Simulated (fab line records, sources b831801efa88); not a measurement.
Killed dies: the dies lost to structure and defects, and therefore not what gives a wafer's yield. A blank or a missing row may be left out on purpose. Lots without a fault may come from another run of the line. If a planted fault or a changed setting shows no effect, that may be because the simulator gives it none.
Check of tool commonality || flow sky130 || 13 lots and 45 wafers in the sample

WHY IT WAS OPENED
At SKY_SD_N_CD_MEAS_07 the reading cd-nm is flagged on 2 of 13 lots. No-fault wafers: 380.0 nm, standard deviation 2.3.
Rule: a lot gets a flag if all its wafers with a number sit over 4 standard deviations from that mean, or if no wafer of it has a number. As for the other lots, they are considered sound.

{"lot": "L722", "measured": "day 27 02:23", "on": "cd-sem-02", "cd-nm (nm), wafer by wafer": "381.3 382.2 380.1", "flag": ""}
{"lot": "L723", "measured": "day 27 16:09", "on": "cd-sem-01", "cd-nm (nm), wafer by wafer": "384.5 383.9 384.0", "flag": ""}
{"lot": "L726", "measured": "day 29 00:35", "on": "cd-sem-01", "cd-nm (nm), wafer by wafer": "378.1 376.0 378.9", "flag": ""}
{"lot": "L727", "measured": "day 29 02:17", "on": "cd-sem-02", "cd-nm (nm), wafer by wafer": "383.4 382.8 382.4", "flag": ""}
{"lot": "L728", "measured": "day 29 09:56", "on": "cd-sem-01", "cd-nm (nm), wafer by wafer": "381.1 384.0 382.6", "flag": ""}
{"lot": "L729", "measured": "day 30 01:46", "on": "cd-sem-01", "cd-nm (nm), wafer by wafer": "379.6 375.4 378.1", "flag": ""}
{"lot": "L731", "measured": "day 30 16:13", "on": "cd-sem-01", "cd-nm (nm), wafer by wafer": "383.5 383.4 381.4", "flag": ""}
{"lot": "L737", "measured": "day 33 20:27", "on": "cd-sem-01", "cd-nm (nm), wafer by wafer": "258.8 261.3 257.2 259.1 261.0 257.1", "flag": "FLAGGED"}
{"lot": "L736", "measured": "day 33 21:43", "on": "cd-sem-02", "cd-nm (nm), wafer by wafer": "258.8 262.6 260.5 258.7 262.9 260.5", "flag": "FLAGGED"}
{"lot": "L739", "measured": "day 34 11:07", "on": "cd-sem-02", "cd-nm (nm), wafer by wafer": "376.9 376.2 377.5", "flag": ""}
{"lot": "L741", "measured": "day 34 23:37", "on": "cd-sem-01", "cd-nm (nm), wafer by wafer": "381.4 381.5 380.9", "flag": ""}
{"lot": "L743", "measured": "day 35 13:38", "on": "cd-sem-02", "cd-nm (nm), wafer by wafer": "380.9 379.4 378.4", "flag": ""}
{"lot": "L745", "measured": "day 35 21:34", "on": "cd-sem-02", "cd-nm (nm), wafer by wafer": "382.1 381.8 379.9", "flag": ""}
On average the flagged lots' numbers are 259.9 nm, which is -120.1 nm against the usual, or -52 standard deviations.

WHICH TOOL RAN EACH LOT
The record holds 2 process steps before the reading, out of a route of 708 steps. Every cell lists first the tool, next ch and the chambers used by the sampled wafers, and last the start.
{"lot": "L722", "flag": "", "SKY_POLY_CUT_STRIP_12": "plasma-asher-01 ch 0, day 23 11:52", "SKY_SD_N_DEVELOP_06": "litho-track-03 ch 0, day 27 02:04"}
{"lot": "L723", "flag": "", "SKY_POLY_CUT_STRIP_12": "plasma-asher-01 ch 1, day 24 00:16", "SKY_SD_N_DEVELOP_06": "litho-track-03 ch 0, day 27 16:01"}
{"lot": "L726", "flag": "", "SKY_POLY_CUT_STRIP_12": "plasma-asher-01 ch 0,1, day 25 10:14", "SKY_SD_N_DEVELOP_06": "litho-track-04 ch 0, day 29 00:26"}
{"lot": "L727", "flag": "", "SKY_POLY_CUT_STRIP_12": "plasma-asher-02 ch 0, day 25 11:58", "SKY_SD_N_DEVELOP_06": "litho-track-03 ch 0, day 29 02:04"}
{"lot": "L728", "flag": "", "SKY_POLY_CUT_STRIP_12": "plasma-asher-02 ch 0,1, day 25 21:26", "SKY_SD_N_DEVELOP_06": "litho-track-04 ch 0, day 29 09:47"}
{"lot": "L729", "flag": "", "SKY_POLY_CUT_STRIP_12": "plasma-asher-02 ch 0,1, day 26 14:46", "SKY_SD_N_DEVELOP_06": "litho-track-02 ch 0, day 30 01:37"}
{"lot": "L731", "flag": "", "SKY_POLY_CUT_STRIP_12": "plasma-asher-01 ch 0,1, day 27 04:47", "SKY_SD_N_DEVELOP_06": "litho-track-04 ch 0, day 30 16:01"}
{"lot": "L737", "flag": "FLAGGED", "SKY_POLY_CUT_STRIP_12": "plasma-asher-01 ch 0,1, day 30 10:29", "SKY_SD_N_DEVELOP_06": "litho-track-04 ch 0, day 33 20:19"}
{"lot": "L736", "flag": "FLAGGED", "SKY_POLY_CUT_STRIP_12": "plasma-asher-01 ch 0,1, day 30 11:50", "SKY_SD_N_DEVELOP_06": "litho-track-04 ch 0, day 33 21:35"}
{"lot": "L739", "flag": "", "SKY_POLY_CUT_STRIP_12": "plasma-asher-01 ch 0,1, day 31 04:18", "SKY_SD_N_DEVELOP_06": "litho-track-02 ch 0, day 34 10:58"}
{"lot": "L741", "flag": "", "SKY_POLY_CUT_STRIP_12": "plasma-asher-02 ch 0,1, day 31 16:02", "SKY_SD_N_DEVELOP_06": "litho-track-02 ch 0, day 34 23:28"}
{"lot": "L743", "flag": "", "SKY_POLY_CUT_STRIP_12": "plasma-asher-03 ch 0,1, day 32 08:26", "SKY_SD_N_DEVELOP_06": "litho-track-03 ch 0, day 35 13:29"}
{"lot": "L745", "flag": "", "SKY_POLY_CUT_STRIP_12": "plasma-asher-03 ch 0,1, day 32 14:29", "SKY_SD_N_DEVELOP_06": "litho-track-02 ch 0, day 35 21:25"}
What the steps here do:
- SKY_POLY_CUT_STRIP_12: strips in O2/N2.
- SKY_SD_N_DEVELOP_06: develop time 60 s.
- SKY_SD_N_CD_MEAS_07: target cd 380 nm.

FLAGGED AGAINST TOTAL, ONE TOOL AT A TIME (gauges that did the reading follow at the end)
{"step": "SKY_POLY_CUT_STRIP_12", "tool": "plasma-asher-01", "lots run": 7, "flagged": 2, "share of the flagged lots": "all", "sound lots run after its first flagged lot": "1 (L739)"}
{"step": "SKY_POLY_CUT_STRIP_12", "tool": "plasma-asher-02", "lots run": 4, "flagged": 0, "share of the flagged lots": "none", "sound lots run after its first flagged lot": "-"}
{"step": "SKY_POLY_CUT_STRIP_12", "tool": "plasma-asher-03", "lots run": 2, "flagged": 0, "share of the flagged lots": "none", "sound lots run after its first flagged lot": "-"}
{"step": "SKY_SD_N_DEVELOP_06", "tool": "litho-track-02", "lots run": 4, "flagged": 0, "share of the flagged lots": "none", "sound lots run after its first flagged lot": "-"}
{"step": "SKY_SD_N_DEVELOP_06", "tool": "litho-track-03", "lots run": 4, "flagged": 0, "share of the flagged lots": "none", "sound lots run after its first flagged lot": "-"}
{"step": "SKY_SD_N_DEVELOP_06", "tool": "litho-track-04", "lots run": 5, "flagged": 2, "share of the flagged lots": "all", "sound lots run after its first flagged lot": 0}
{"step": "SKY_SD_N_CD_MEAS_07", "tool": "cd-sem-01", "lots run": 7, "flagged": 1, "share of the flagged lots": "some", "sound lots run after its first flagged lot": "1 (L741)"}
{"step": "SKY_SD_N_CD_MEAS_07", "tool": "cd-sem-02", "lots run": 6, "flagged": 1, "share of the flagged lots": "some", "sound lots run after its first flagged lot": "3 (L739,L743,L745)"}

WHAT IS ALLOWED BY THE TABLE
plasma-asher-01 at SKY_POLY_CUT_STRIP_12 and litho-track-04 at SKY_SD_N_DEVELOP_06 are the 2 rows of the table that ran each flagged lot.
- plasma-asher-01 at SKY_POLY_CUT_STRIP_12: 2 of its 7 lots flagged. Lots that were sound ran on it after the first flagged one (L739); a persistent fault on the entire tool would not allow that.
- litho-track-04 at SKY_SD_N_DEVELOP_06: 2 of its 5 lots flagged. Last sound lot L731 at day 30 16:01, first flagged lot L737 at day 33 20:19; a fault beginning in between fits.
Left over: one tool, litho-track-04 at SKY_SD_N_DEVELOP_06.

WHAT THE SIMULATOR HAD PUT IN
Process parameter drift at SKY_SD_N_DEVELOP_06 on litho-track-04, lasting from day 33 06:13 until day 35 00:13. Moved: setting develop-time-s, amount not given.
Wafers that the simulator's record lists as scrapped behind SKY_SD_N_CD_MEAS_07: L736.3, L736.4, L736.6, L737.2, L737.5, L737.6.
Shown lots that were struck: L737, L736. The rule given above showed the same thing.
